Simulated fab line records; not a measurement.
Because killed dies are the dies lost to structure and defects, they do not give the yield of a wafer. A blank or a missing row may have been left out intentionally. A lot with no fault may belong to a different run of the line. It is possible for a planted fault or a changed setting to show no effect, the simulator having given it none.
Comparing a struck lot with a sound one + flow sky130 + 16 steps out of a route of 708
Sound: these wafers, L195.3, L195.4, L195.6. Struck: wafers L214.3, L214.6. (L214.2 of the same lot was not struck and is left out.) The cause comes at the end.
Order at every step that has rows: each side's tool, ch and its chambers, its first start. Under that, the readings that differ: sound wafers + struck wafers + difference of the means + sigmas: that difference in standard deviations of wafers without a fault.
alike: words and numbers the same on both sides, and readings whose means are apart by under 2 such deviations; not compared: readings that were withheld, readings missing a value for some wafer, numbers with overlapping values and no deviation given by the record, and bounds like >300 which may hide the same value.
A row with sigmas, a row that says differs or no value, or rows on one side alone: a step with any of these is where the two part. Numbers that have no deviation but don't overlap get no sigmas and don't part them. A reading that every wafer of one side lacks parts them only if that side has two wafers or more.

first, 8 steps without rows for these wafers: SKY_POLY_GATE_DEHYDRATE_05 (time 60 s); SKY_POLY_GATE_HMDS_06 (prime time 60 s); SKY_POLY_GATE_COAT_07 (resist thk 112.1 nm); SKY_POLY_GATE_COAT_08 (resist thk 450 nm); SKY_POLY_GATE_SOFTBAKE_09 (time 90 s); SKY_POLY_GATE_EXPOSE_10 (exposes mask P1M, target cd 150 nm); SKY_POLY_GATE_PEB_11; SKY_POLY_GATE_DEVELOP_12 (develop time 60 s).
SKY_POLY_GATE_CD_MEAS_13 targets a cd of 150 nm.
  struck on cd sem-01, day 23 02:20; sound on cd sem-02, day 16 21:07
  alike: cd nm
SKY_POLY_GATE_OVL_MEAS_14:
  struck on overlay-02, day 23 02:26; sound on overlay-02, day 16 21:12
| reading            | sound  | struck | difference | sigmas |
|--------------------|--------|--------|------------|--------|
| POLY_GATE_OVL (nm) | 2 12 9 | -8 -6  | -15        | -2     |
SKY_POLY_GATE_ETCH_15: etches BARC in N2/H2, stops on SiO2, time 118.5 s, target depth 110 nm.
  sound on rie diel-02 ch 0,2, day 16 21:13; struck on rie diel-03 ch 3, day 23 02:28
  alike: bias w, drypump motor current A, oes product au, run length s, throttle valve pct
  not compared: rf hours counter h
SKY_POLY_GATE_ETCH_16: etches Si3N4 in CH3F/O2, stops on poly-Si, time 147.5 s, target depth 75 nm.
  sound on rie diel-02 ch 0,2, day 16 21:19; struck on rie diel-03 ch 3, day 23 02:34
  alike: bias w, drypump motor current A, oes product au, run length s, throttle valve pct
  not compared: rf hours counter h
SKY_POLY_GATE_ETCH_17: etches poly-Si in HBr/Cl2, stops on SiO2, target depth 180 nm, time 70.5 s.
  sound on rie si-01 ch 0,1,3, day 16 21:25; struck on rie si-01 ch 2, day 23 02:39
| reading                                          | sound             | struck      | difference                    | sigmas |
|--------------------------------------------------|-------------------|-------------|-------------------------------|--------|
| bias w (W)                                       | 100.3 100.1 99.9  | - -         | no value on the struck wafers |        |
| oes product au (a.u.)                            | 0.981 0.991 0.972 | 1.014 1.004 | +0.028                        | +4     |
| run length s (s)                                 | 98.8 99.7 98.5    | 85.6 85.5   | -13.5                         | -35    |
| model.POLY_GATE.feature depth nm (nm)            | 176.6 180.3 175.9 | 146.6 147.3 | -30.7                         |        |
| model.etch.depth nm (nm)                         | 176.6 180.3 175.9 | 146.6 147.3 | -30.7                         |        |
| model.KrF-thick_of_POLY_GATE_COAT_08.thk nm (nm) | 146.3 140.4 143.8 | 155.4 154.8 | +11.6                         |        |
  alike: drypump motor current A, throttle valve pct
  not compared: rf hours counter h
SKY_POLY_GATE_STRIP_18: strips in O2/N2.
  sound on plasma asher-01 ch 0,1, day 16 21:29; struck on plasma asher-02 ch 1, day 23 02:43
| reading                      | sound          | struck    | difference | sigmas |
|------------------------------|----------------|-----------|------------|--------|
| strip time to endpoint s (s) | 3.27 3.21 3.24 | 3.35 3.35 | +0.11      | +3     |
  alike: drypump motor current A, oes product au
  not compared: rf hours counter h
then, 1 step without rows for these wafers: SKY_POLY_GATE_CLEAN_19 (cleans in SC1/SC2, time 150 s).
-- a jump in the record: the struck wafers' starts before and after are 27 days apart (it breaks off in module POLY_GATE and resumes in module PAD_OPEN, where the first step shown is number 708 of the route) --
SKY_PAD_OPEN_PROBE_99:
  struck on prober-02, day 50 03:24; sound on prober-02, day 46 04:35
| reading                               | sound               | struck        | difference | sigmas |
|---------------------------------------|---------------------|---------------|------------|--------|
| model.etest.tip sonos.rs ohm sq       | 2780 2779 2831      | 2984 3016     | +203       |        |
| model.etest.poly comb.leak log10 a um | -12.47 -12.54 -12.4 | -11.73 -11.23 | +0.99      |        |
  alike: killed_at_M0_to_M3, killed_at_M4_up, killed at contacts, killed at front end, killed at other, killed dies, killed on rim, killed open, killed short
  not compared: model.etest.tip n.rs ohm sq

WHERE THEY PART
Earliest at SKY_POLY_GATE_OVL_MEAS_14; latest, in this record, at SKY_POLY_GATE_STRIP_18. Later steps at which nothing parts them and some readings are alike: SKY_PAD_OPEN_PROBE_99.

WHY: what the simulator had put in
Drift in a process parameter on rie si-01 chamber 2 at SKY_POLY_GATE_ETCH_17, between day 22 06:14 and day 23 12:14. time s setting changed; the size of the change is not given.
